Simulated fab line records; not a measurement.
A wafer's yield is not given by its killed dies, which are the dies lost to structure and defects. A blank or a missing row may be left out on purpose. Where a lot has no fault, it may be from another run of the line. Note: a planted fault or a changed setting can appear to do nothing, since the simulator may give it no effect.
Matching of chambers    flow sky130    SKY_VIA1_CMP_02 on cmp-02 has 4 sister chambers
The step polishes SiO2. 22 wafers are shown with their chamber, then 10 later ones without.

## WAFERS PAIRED WITH THEIR CHAMBERS
wafer   chamber  motor_current_A (A)
L301.1  0        14.3
L301.5  1        10.8
L301.6  2        11.7
L303.1  3        12.4
L303.4  1        11.4
L303.6  3        12.3
L305.1  3        12.4
L305.2  2        11.3
L305.6  2        11.4
L306.1  0        14.3
L306.5  3        12.2
L306.6  0        14.2
L309.1  2        12.0
L309.5  2        11.9
L317.3  1        11.9
L317.4  0        14.4
L317.6  2        11.5
L318.4  0        14.7
L318.5  2        11.5
L318.6  1        10.9
L321.2  3        11.4
L321.3  1        11.3

SIGNATURES (means of the wafers above)
reading          chamber 0  chamber 1  chamber 2  chamber 3  scatter within a chamber
motor_current_A  14.380     11.260     11.614     12.140     0.337
Rule: for each reading, subtract the chamber's mean from the wafer's reading, divide by that reading's scatter and square the result; add these up over the readings and take the root, which gives the wafer's distance from the chamber. If the next closest chamber is less than 2 further off than the closest, the wafer can't be placed; otherwise it belongs to the closest. The scatter: the root of (the sum of the squares of (reading less its chamber's mean) over the shown wafers, divided by (wafers less chambers)).

## WAFERS WITH NO CHAMBER GIVEN
wafer   motor_current_A (A)
L321.5  11.3
L322.1  14.5
L322.3  12.8
L322.5  11.5
L323.2  12.0
L323.3  11.2
L323.5  11.3
L324.2  13.8
L324.4  11.5
L324.5  11.6

## EACH ONE'S CHAMBER
wafer   from the rows above           in truth
L321.5  can't be placed: 1 or 2       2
L322.1  0                             0
L322.3  can't be placed: 3 or 2       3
L322.5  can't be placed: 2 or 1 or 3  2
L323.2  can't be placed: 3 or 2 or 1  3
L323.3  can't be placed: 1 or 2       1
L323.5  can't be placed: 1 or 2       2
L324.2  0                             0
L324.4  can't be placed: 2 or 1 or 3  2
L324.5  can't be placed: 2 or 1 or 3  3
2 of 10 placed correctly. These rows do not allow placing 8 (true chamber among the candidates in 8). Wrongly placed: 0.
